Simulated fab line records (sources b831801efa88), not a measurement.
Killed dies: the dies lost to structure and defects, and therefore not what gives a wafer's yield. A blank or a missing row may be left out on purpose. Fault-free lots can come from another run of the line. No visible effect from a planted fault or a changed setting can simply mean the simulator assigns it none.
Which tool was responsible? + flow sky130 + Sampling: 12 lots, 36 wafers, 7 of 708 route steps

## WHAT THE GAUGES READ, wafer by wafer
SKY_VT_ADJUST_PCH_TW_MEAS_10. Usual: VT_ADJUST_PCH_TW gives 143.1 (standard deviation 1.1).
| lot  | measured     | on            | VT_ADJUST_PCH_TW  | flag |
|------|--------------|---------------|-------------------|------|
| L707 | day 10 13:12 | film-metro-04 | 143.1 142.1 142.5 |      |
| L708 | day 11 02:50 | film-metro-01 | 145.7 145.2 145.4 |      |
| L712 | day 12 04:30 | film-metro-04 | 142.3 142.6 143.1 |      |
| L714 | day 12 20:59 | film-metro-01 | 145.4 144.8 144.5 |      |
| L713 | day 12 21:03 | film-metro-04 | 142.6 142.0 142.2 |      |
| L720 | day 14 12:25 | film-metro-04 | 143.3 143.4 143.3 |      |
| L721 | day 15 00:46 | film-metro-03 | 141.6 142.0 141.6 |      |
| L723 | day 15 10:42 | film-metro-04 | 142.8 142.7 144.0 |      |
| L724 | day 16 03:05 | film-metro-01 | 144.5 144.3 144.1 |      |
| L726 | day 16 15:54 | film-metro-03 | 141.7 141.9 141.9 |      |
| L725 | day 16 17:56 | film-metro-01 | 144.1 143.8 143.3 |      |
| L729 | day 17 14:57 | film-metro-03 | 142.6 142.7 142.5 |      |

SKY_SONOS_TUNNEL_TW_MEAS_12. Usual: SONOS_TUNNEL_TW gives 197.1 (standard deviation 2).
| lot  | measured     | on            | SONOS_TUNNEL_TW   | flag |
|------|--------------|---------------|-------------------|------|
| L707 | day 11 11:40 | film-metro-04 | 197.6 197.9 197.1 |      |
| L708 | day 12 02:53 | film-metro-01 | 198.9 200.9 200.1 |      |
| L712 | day 13 06:08 | film-metro-01 | 198.7 199.2 200.0 |      |
| L714 | day 13 23:28 | film-metro-04 | 197.1 197.5 198.0 |      |
| L713 | day 13 23:38 | film-metro-04 | 197.2 195.5 197.4 |      |
| L720 | day 15 16:04 | film-metro-02 | 194.2 194.7 194.7 |      |
| L721 | day 16 04:32 | film-metro-02 | 194.2 193.0 194.5 |      |
| L723 | day 16 14:40 | film-metro-01 | 198.5 198.7 200.0 |      |
| L724 | day 17 08:42 | film-metro-02 | 195.9 194.7 194.8 |      |
| L726 | day 17 21:17 | film-metro-04 | 197.2 196.7 196.9 |      |
| L725 | day 18 00:13 | film-metro-04 | 196.2 196.7 196.7 |      |
| L729 | day 18 21:59 | film-metro-01 | 198.9 199.2 198.7 |      |

SKY_GATE_OXIDE_THK_MEAS_02. Usual: GATE_OXIDE_OXIDATION_00_THK gives 10.27 nm (standard deviation 0.2).
| lot  | measured     | on            | GATE_OXIDE_OXIDATION_00_THK (nm) | flag |
|------|--------------|---------------|----------------------------------|------|
| L707 | day 12 19:40 | film-metro-02 | 10.16 10.37 10.38                |      |
| L708 | day 13 12:16 | film-metro-02 | 9.98 10.19 10.15                 |      |
| L712 | day 14 13:38 | film-metro-04 | 10.19 10.12 10.18                |      |
| L714 | day 15 10:28 | film-metro-02 | 9.91 10.22 10.09                 |      |
| L713 | day 15 11:25 | film-metro-02 | 10.16 10.17 10.14                |      |
| L720 | day 17 03:13 | film-metro-03 | 10.47 10.46 10.53                |      |
| L721 | day 17 16:49 | film-metro-03 | 10.27 10.15 10.23                |      |
| L723 | day 18 04:46 | film-metro-03 | 10.50 10.45 10.54                |      |
| L724 | day 18 21:24 | film-metro-04 | 10.61 10.49 10.38                |      |
| L726 | day 19 12:03 | film-metro-03 | 10.11 10.23 10.29                |      |
| L725 | day 19 16:34 | film-metro-03 | 10.00 10.11 10.14                |      |
| L729 | day 20 10:40 | film-metro-02 | 10.27 10.42 10.33                |      |

SKY_SD_N_CD_MEAS_07: the cd target is 380 nm. Usual: 380.5 nm for cd-nm, sd 2.3.
| lot  | measured     | on        | cd-nm (nm)        | flag |
|------|--------------|-----------|-------------------|------|
| L707 | day 27 22:49 | cd-sem-01 | 381.0 381.8 381.1 |      |
| L708 | day 28 18:16 | cd-sem-01 | 378.3 379.1 379.6 |      |
| L712 | day 29 22:13 | cd-sem-02 | 380.5 - 379.9     |      |
| L714 | day 30 18:37 | cd-sem-02 | - - 378.6         |      |
| L713 | day 30 21:57 | cd-sem-02 | 380.3 - 383.0     |      |
| L720 | day 32 11:00 | cd-sem-02 | 377.8 378.2 378.8 |      |
| L721 | day 32 20:14 | cd-sem-01 | 380.3 378.3 380.2 |      |
| L723 | day 33 07:31 | cd-sem-02 | 379.5 378.8 381.0 |      |
| L724 | day 34 02:11 | cd-sem-01 | 384.7 380.2 384.2 |      |
| L726 | day 34 09:45 | cd-sem-02 | 382.0 383.7 383.6 |      |
| L725 | day 34 13:34 | cd-sem-01 | 381.8 378.4 379.4 |      |
| L729 | day 35 04:31 | cd-sem-02 | 380.2 380.8 381.4 |      |

SKY_SD_N_OVL_MEAS_08. Usual: SD_N_OVL gives 0.6 nm (standard deviation 1.4).
| lot  | measured     | on         | SD_N_OVL (nm) | flag |
|------|--------------|------------|---------------|------|
| L707 | day 27 22:53 | overlay-01 | -0.7 1.1 1.6  |      |
| L708 | day 28 18:23 | overlay-01 | 1.6 -1.2 -0.6 |      |
| L712 | day 29 22:20 | overlay-01 | -1.4 - -0.5   |      |
| L714 | day 30 18:41 | overlay-02 | - - 0.1       |      |
| L713 | day 30 22:04 | overlay-02 | 0.2 - 0.8     |      |
| L720 | day 32 11:07 | overlay-02 | 0.2 0.0 2.1   |      |
| L721 | day 32 20:21 | overlay-02 | -1.1 0.0 0.3  |      |
| L723 | day 33 07:38 | overlay-02 | 1.6 -0.5 -0.4 |      |
| L724 | day 34 02:18 | overlay-02 | 0.9 0.4 -1.4  |      |
| L726 | day 34 09:52 | overlay-02 | 0.6 -1.0 0.0  |      |
| L725 | day 34 13:39 | overlay-02 | 1.0 -0.2 2.5  |      |
| L729 | day 35 04:40 | overlay-02 | 1.6 0.6 0.5   |      |

SKY_SD_N_TW_MEAS_12. Usual: SD_N_TW gives 3973 (standard deviation 31).
| lot  | measured     | on            | SD_N_TW        | flag |
|------|--------------|---------------|----------------|------|
| L707 | day 27 23:20 | film-metro-03 | 3966 3990 3950 |      |
| L708 | day 28 18:49 | film-metro-01 | 4001 3994 3976 |      |
| L712 | day 29 22:49 | film-metro-01 | 4028 30 3996   | OFF  |
| L714 | day 30 19:08 | film-metro-03 | 30 30 3958     | OFF  |
| L713 | day 30 22:31 | film-metro-03 | 3980 30 3975   | OFF  |
| L720 | day 32 12:17 | film-metro-04 | 3912 3942 3928 |      |
| L721 | day 32 20:47 | film-metro-03 | 3970 3972 3984 |      |
| L723 | day 33 08:04 | film-metro-03 | 3946 3947 3952 |      |
| L724 | day 34 02:44 | film-metro-03 | 3977 3969 3987 |      |
| L726 | day 34 10:19 | film-metro-01 | 3994 4010 3991 |      |
| L725 | day 34 14:06 | film-metro-01 | 4004 3985 3991 |      |
| L729 | day 35 05:06 | film-metro-04 | 3991 4013 3973 |      |

## TOOL THAT RAN EACH LOT (tool first, then ch and the chambers of the sampled wafers, then the start)
| lot  | SKY_SD_N_DEVELOP_06               |
|------|-----------------------------------|
| L707 | litho-track-04 ch 0, day 27 22:41 |
| L708 | litho-track-04 ch 0, day 28 18:08 |
| L712 | litho-track-04 ch 0, day 29 22:05 |
| L714 | litho-track-04 ch 0, day 30 18:29 |
| L713 | litho-track-04 ch 0, day 30 21:48 |
| L720 | litho-track-01 ch 0, day 32 10:52 |
| L721 | litho-track-01 ch 0, day 32 20:05 |
| L723 | litho-track-04 ch 0, day 33 07:23 |
| L724 | litho-track-01 ch 0, day 34 02:02 |
| L726 | litho-track-04 ch 0, day 34 09:36 |
| L725 | litho-track-03 ch 0, day 34 13:25 |
| L729 | litho-track-03 ch 0, day 35 04:22 |
- SKY_SD_N_DEVELOP_06: develop time 60 s.

## AS READ BY THE TOOLS THEMSELVES (means over the sampled wafers that have a number; for cases with no such wafer, the mark the record gives instead)
The record holds no such reading with a usual standard deviation.

## THE ANSWER, worked out from the rows above alone
Rule: lot off if the mean of its wafers having a number is beyond 3 standard deviations from the usual mean. Also off: a lot with no number at a reading for which 4 or more lots have one. All remaining lots with rows at the step are treated as sound. The gauges are gone through in route order, then the tools' own readings, and for those a lot's mean is taken as printed above. At the first step where some lot is off, the reading lying furthest off is the one used; lots without a number count as furthest.
Off: L712, L714, L713, at SKY_SD_N_TW_MEAS_12 (SD_N_TW).
A tool fits if, at a process step before that reading, it ran every lot that is off, and no sound lot after the first of them. Gauges at SKY_SD_N_TW_MEAS_12: tried the same way as those tools. No candidate that was tried fits.

## WHAT THE SIMULATOR PUT IN
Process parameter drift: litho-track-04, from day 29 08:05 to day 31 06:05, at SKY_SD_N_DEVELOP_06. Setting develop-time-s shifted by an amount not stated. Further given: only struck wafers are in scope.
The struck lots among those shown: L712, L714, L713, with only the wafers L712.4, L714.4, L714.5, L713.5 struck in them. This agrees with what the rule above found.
